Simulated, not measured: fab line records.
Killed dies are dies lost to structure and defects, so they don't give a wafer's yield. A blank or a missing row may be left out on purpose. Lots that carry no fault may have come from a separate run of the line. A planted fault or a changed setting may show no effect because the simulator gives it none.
Which of the tools did it? :: flow gf180mcu :: 11 lots with 33 wafers sampled at 2 steps, on a route of 602 steps

== WHAT THE GAUGES SHOWED, per wafer ==
GF_STI_THK_MEAS_04.
lot: L362
measured: day 1 13:34
on: film_metro-02
STI_CVD_03_THK (nm): 234.0 235.0 233.2

lot: L363
measured: day 1 19:04
on: film_metro-02
STI_CVD_03_THK (nm): 232.6 231.0 233.5

lot: L364
measured: day 2 02:49
on: film_metro-03
STI_CVD_03_THK (nm): 231.5 232.2 234.0

lot: L365
measured: day 2 05:44
on: film_metro-02
STI_CVD_03_THK (nm): 229.0 231.1 233.2

lot: L366
measured: day 2 11:12
on: film_metro-02
STI_CVD_03_THK (nm): 230.6 231.6 231.3

lot: L369
measured: day 3 00:49
on: film_metro-04
STI_CVD_03_THK (nm): 231.3 229.6 231.3

lot: L370
measured: day 3 05:35
on: film_metro-04
STI_CVD_03_THK (nm): 231.9 230.0 231.8

lot: L372
measured: day 3 17:47
on: film_metro-03
STI_CVD_03_THK (nm): 336.1 334.5 337.3

lot: L382
measured: day 5 17:34
on: film_metro-04
STI_CVD_03_THK (nm): 229.6 229.7 230.3

lot: L384
measured: day 6 03:35
on: film_metro-04
STI_CVD_03_THK (nm): 230.2 231.1 231.9

lot: L385
measured: day 6 09:35
on: film_metro-04
STI_CVD_03_THK (nm): 233.3 232.9 233.1

== EACH LOT AND THE TOOL THAT RAN IT (in order: tool; ch and the chambers of the sampled wafers; start) ==
lot: L362
GF_STI_CVD_03: lpcvd-01 ch 1, day 1 11:34

lot: L363
GF_STI_CVD_03: lpcvd-02 ch 0, day 1 17:04

lot: L364
GF_STI_CVD_03: lpcvd-02 ch 0, day 1 23:50

lot: L365
GF_STI_CVD_03: lpcvd-01 ch 1, day 2 03:46

lot: L366
GF_STI_CVD_03: lpcvd-01 ch 0, day 2 09:13

lot: L369
GF_STI_CVD_03: lpcvd-01 ch 1, day 2 22:50

lot: L370
GF_STI_CVD_03: lpcvd-01 ch 0, day 3 03:34

lot: L372
GF_STI_CVD_03: lpcvd-02 ch 0, day 3 15:48

lot: L382
GF_STI_CVD_03: lpcvd-01 ch 1, day 5 15:34

lot: L384
GF_STI_CVD_03: lpcvd-01 ch 0, day 6 01:35

lot: L385
GF_STI_CVD_03: lpcvd-01 ch 0, day 6 06:37
- GF_STI_CVD_03: deposits Si3N4 from DCS/NH3, target thk 207.16 nm, time 3551 s.

== THE ANSWER, worked out from the rows above alone ==
Rule: usual is defined by the lots themselves. The widest of any qualifying gaps counts: lots, ordered by their means at a reading, are off when they make up no more than a third of the lots, leave a main group of 4 or more, and stand apart from it by 3 or more times the standard deviation of that group's means. If all means in a main group match to the digits the tables above print for the reading, that group is not used. A lot without any number at a reading at which 4 lots or more have one is off too. Any other lot the step has rows for is counted as sound.
Off: L372, seen at GF_STI_THK_MEAS_04 (STI_CVD_03_THK). The main group: mean 231.7 nm, standard deviation 1.2.
If a tool, at a process step before that reading, ran all the lots that are off and no sound lot after the first of them, it fits. Gauges at GF_STI_THK_MEAS_04: tried the same way as those tools. Can't be told from this: 2 tools fit, lpcvd-02 at GF_STI_CVD_03, film_metro-03 at GF_STI_THK_MEAS_04.

== WHAT THE SIMULATOR HAD INSERTED ==
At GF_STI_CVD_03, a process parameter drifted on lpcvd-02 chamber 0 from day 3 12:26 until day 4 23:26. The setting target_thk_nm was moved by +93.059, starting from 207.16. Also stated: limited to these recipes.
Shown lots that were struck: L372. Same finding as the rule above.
